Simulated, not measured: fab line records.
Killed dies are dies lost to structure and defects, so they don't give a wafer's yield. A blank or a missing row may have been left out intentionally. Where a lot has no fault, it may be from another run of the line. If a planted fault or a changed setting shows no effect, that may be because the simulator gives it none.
Chamber matching | flow gf180mcu | 4 sister chambers for GF_V4_CMP_04 on cmp-01
The step polishes SiO2. 4 wafers are shown with their chamber, then 10 later ones without.

== WAFERS WITH THEIR CHAMBER ==
wafer  | chamber | motor_current_A (A)
L093.3 | 3       | 11.3
L093.5 | 0       | 10.6
L094.1 | 1       | 13.4
L094.2 | 2       | 10.5

== WAFERS WITH NO CHAMBER GIVEN ==
wafer  | motor_current_A (A)
L094.6 | 13.4
L095.1 | 10.9
L095.2 | 12.7
L095.3 | 10.5
L096.2 | 11.5
L096.3 | 13.5
L096.4 | 10.8
L097.1 | 11.4
L097.5 | 11.4
L097.6 | 12.8

== THE CHAMBER EACH PASSED THROUGH ==
wafer  | from the rows above          | in truth
L094.6 | 1                            | 1
L095.1 | can't be placed: 0 or 2 or 3 | 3
L095.2 | 1                            | 1
L095.3 | can't be placed: 2 or 0      | 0
L096.2 | 3                            | 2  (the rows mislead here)
L096.3 | 1                            | 1
L096.4 | can't be placed: 0 or 2 or 3 | 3
L097.1 | 3                            | 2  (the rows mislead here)
L097.5 | 3                            | 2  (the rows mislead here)
L097.6 | 1                            | 1
Correctly placed: 4 of 10. Unplaceable from these rows: 3, with the true chamber sitting among the candidates in 3. Wrongly placed: 3.
How it was worked out, from the rows above alone: a wafer's distance from a chamber is the root of the sum, over the readings, of the square of ((its reading less the chamber's mean) divided by the reading's scatter). If the next closest chamber is less than 2 further off than the closest, the wafer can't be placed; otherwise it belongs to the closest. For every chamber, the mean is computed from those of its wafers that are shown. The scatter: with one shown wafer a chamber, the root of the mean of the squares of how far each hidden wafer lies from its nearest shown one.
